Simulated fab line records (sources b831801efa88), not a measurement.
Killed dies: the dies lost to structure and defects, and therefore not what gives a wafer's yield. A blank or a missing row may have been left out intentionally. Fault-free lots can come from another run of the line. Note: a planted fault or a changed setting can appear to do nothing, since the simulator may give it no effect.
Chamber matching | flow sfq-line | SFQ_TRILAYER_I2_CMP_CMP_064 on cmp-01 has 4 sister chambers
The step polishes SiO2. 4 wafers are shown with their chamber, then 7 later ones without.

## EACH WAFER AND ITS CHAMBER
wafer  | chamber | motor-current-A (A)
L510.2 | 2       | 10.5
L510.5 | 3       | 9.5
L512.4 | 1       | 10.2
L512.2 | 0       | 10.9

## WAFERS WITH NO CHAMBER GIVEN
wafer  | motor-current-A (A)
L512.3 | 8.6
L513.2 | 9.3
L513.5 | 10.4
L513.6 | 9.3
L523.3 | 10.0
L523.1 | 9.3
L523.2 | 11.4

## WHICH CHAMBER EACH WENT THROUGH
wafer  | from the rows above               | in truth
L512.3 | can't be placed: 3 or 1           | 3
L513.2 | can't be placed: 3 or 1           | 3
L513.5 | can't be placed: 2 or 1 or 0 or 3 | 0
L513.6 | can't be placed: 3 or 1           | 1
L523.3 | can't be placed: 1 or 2 or 3 or 0 | 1
L523.1 | can't be placed: 3 or 1           | 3
L523.2 | can't be placed: 0 or 2 or 1      | 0
0 of 7 placed correctly. These rows do not allow placing 7 (true chamber among the candidates in 7). Wrongly placed: 0.
How it was worked out, from the rows above alone: a wafer's distance from a chamber is the root of the sum, over the readings, of the square of ((its reading less the chamber's mean) divided by the reading's scatter). The wafer belongs to the nearest chamber; if the next one is less than 2 further off, it can't be placed. Each chamber's mean is taken over the wafers shown for it. The scatter: root of mean squared gap, hidden wafer to nearest shown wafer, with one shown wafer a chamber.
